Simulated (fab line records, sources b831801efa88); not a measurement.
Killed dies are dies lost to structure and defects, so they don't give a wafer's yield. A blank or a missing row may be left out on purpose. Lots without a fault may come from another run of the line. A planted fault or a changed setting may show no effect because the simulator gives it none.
Problem report in the 8D (eight disciplines) form, filled by code | flow sky130 | the parts of the form that need people (team, actions taken, sign-off) are left out

1. THE PROBLEM
VIA1_HDPCVD_THK at SKY_VIA1_THK_MEAS_01 reads a mean of 872 nm on 2 wafers of 2 lots; wafers without a fault read 1022 nm with a standard deviation of 9.7. That is -16 standard deviations from the usual mean.
First seen on wafer L441.5, day 37 18:22, on film_metro-04. The record holds 33 wafers of 11 lots with a number at this step. Rule for "out", or "out of limits": more than 4 standard deviations from the usual mean. The other wafers with a number count as sound.

2. WHAT IT IS AND WHAT IT IS NOT
question                    | is                | is not
which readings at this step | VIA1_HDPCVD_THK   | -
which lots                  | L441, L442        | L428, L429, L431, L433, L436, L437, L439, L440, L449
which wafers of those lots  | L441.5, L442.1    | L441.1, L441.4, L442.2, L442.6
read on which gauges        | film_metro-04     | film_metro-01, film_metro-03
when                        | from day 37 18:22 | up to then (26 sound wafers); but 5 sound wafers of L442, L449 came after

3. SUSPECTS, AND WHAT RULES EACH OUT
Counting: a tool at a process step up to the reading stays a suspect if it ran every lot that is out. Sound lots after the first of them don't rule it out here, since some wafers of a struck lot are sound.
- the gauge at SKY_VIA1_THK_MEAS_01: ruled out. All the wafers that are out were read on film_metro-04, but those of them that SKY_VIA1_HDPCVD_00 has rows for are out there too, on other tools.
- hdpcvd-01 at SKY_VIA1_HDPCVD_00 (deposits SiO2, target thk 1030 nm, time 171.7 s): kept. It ran every lot that is out, first L441 (day 37 18:15); its last sound lot up to then is L439 (day 37 04:13). Its own readings are out on those wafers: run_length_s.
- Within hdpcvd-01 at SKY_VIA1_HDPCVD_00: the wafers that are out ran in chamber 2; their sound lot-mates ran in chambers 0, 1.
Left after counting: hdpcvd-01 at SKY_VIA1_HDPCVD_00.

4. THE CAUSE (what the simulator had put in)
Process parameter drift: hdpcvd-01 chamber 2, from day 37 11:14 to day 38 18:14, at SKY_VIA1_HDPCVD_00. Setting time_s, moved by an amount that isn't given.
Counting left only this tool.

5. THE CHAIN OF EFFECTS, in route order
Each row: a reading whose mean over the struck wafers that have a number lies more than 3 standard deviations from the usual. Only readings for which the record gives a usual standard deviation are gone through. hours: the time from each lot's start at the first step in this table that gives one to its start at this step, as a median over the lots. sigmas: the change in usual standard deviations.
hours | step                 | reading         | usual   | on struck wafers | change | sigmas
0     | SKY_VIA1_HDPCVD_00   | run_length_s    | 199.6 s | 174.8            | -24.8  | -58
0     | SKY_VIA1_THK_MEAS_01 | VIA1_HDPCVD_THK | 1022 nm | 872              | -150   | -16
The process steps in it:
- SKY_VIA1_HDPCVD_00: deposits SiO2, target thk 1030 nm, time 171.7 s.

6. WHAT WOULD HAVE CAUGHT IT SOONER
In this record the first reading out of limits at a measuring or inspecting step was taken at day 37 18:22, 7 hours after the fault began at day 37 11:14.
The tool's own readings at SKY_VIA1_HDPCVD_00 were out on every struck wafer that the step has a row for (run_length_s): an alarm limit on them would have fired on the first of those.
Of the lots that are out (2), L442 began SKY_VIA1_HDPCVD_00 on hdpcvd-01 after day 37 18:22. A hold on the tool at that time would have spared it.
